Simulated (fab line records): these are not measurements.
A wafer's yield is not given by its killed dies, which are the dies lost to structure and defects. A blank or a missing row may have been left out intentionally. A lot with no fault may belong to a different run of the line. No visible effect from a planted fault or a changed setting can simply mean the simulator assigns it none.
One fault through the eyes of 2 desks | flow sky130 | what lay behind the numbers comes last; until then each desk has only its own

THE TOOL OWNER'S DESK: implanter-01
SKY_LDD_N_IMPLANT_11, tool's own readings: per-lot mean of the sampled wafers with a number, covering each lot this tool ran. Marked OUT: a lot whose mean sits more than 4 standard deviations from the usual mean, which makes it out of limits; the brackets give that distance.
Columns: A = beamEnergyKeV at SKY_LDD_N_IMPLANT_11, usual 20.000; B = rotationDeg at SKY_LDD_N_IMPLANT_11, usual 292.99 degrees
lot  | first seen here | A                        | B
L367 | day 22 23:37    | 20.007                   | 293.02
L368 | day 23 05:22    | 17.676 (-99 or more) OUT | 292.99
L370 | day 24 00:02    | 17.669 (-99 or more) OUT | 292.95
L371 | day 24 02:25    | 17.671 (-99 or more) OUT | 292.98
Finding of this desk: L368, L370, L371 out of limits; the first was L368 at day 23 05:22, on beamEnergyKeV at SKY_LDD_N_IMPLANT_11. In limits: L367.

THE METROLOGY DESK
Lot by lot, what the gauges showed, no matter which tool ran the lot: averages of those sampled wafers that carry a number. Marked OUT: a lot whose mean sits more than 4 standard deviations from the usual mean, which makes it out of limits; the brackets give that distance.
Columns: A = cdNm at SKY_POLY_GATE_CD_MEAS_22, usual 150.9 nm; B = LDD_N_OVL at SKY_LDD_N_OVL_MEAS_07, usual 0.6 nm
lot  | first seen here | A     | B
L363 | day 20 12:46    | 151.3 | -0.4
L367 | day 21 16:28    | 152.9 | 1.5
L368 | day 21 22:32    | 151.3 | -0.1
L369 | day 22 10:50    | 150.5 | 1.0
L370 | day 22 17:22    | 151.5 | 1.2
L371 | day 22 20:43    | 150.1 | -0.4
L377 | day 25 07:11    | 150.2 | 0.1
This desk found nothing out of limits on any of the 7 lots.

PUT TOGETHER
The tool owner's desk could have raised an alarm at day 23 05:22, on L368, L370, L371.
Metrology desk: nothing out of limits seen.
The metrology desk has L368, L370, L371 on record, within its limits.
Every lot named ran SKY_LDD_N_IMPLANT_11 on implanter-01.

WHAT HAD BEEN PUT IN BY THE SIMULATOR
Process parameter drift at SKY_LDD_N_IMPLANT_11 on implanter-01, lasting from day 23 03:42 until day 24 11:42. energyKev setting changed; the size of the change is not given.
Lots struck among those shown: L368, L370, L371.
Each desk's first reading out of limits, in hours after the fault started: the tool owner's desk, 2.
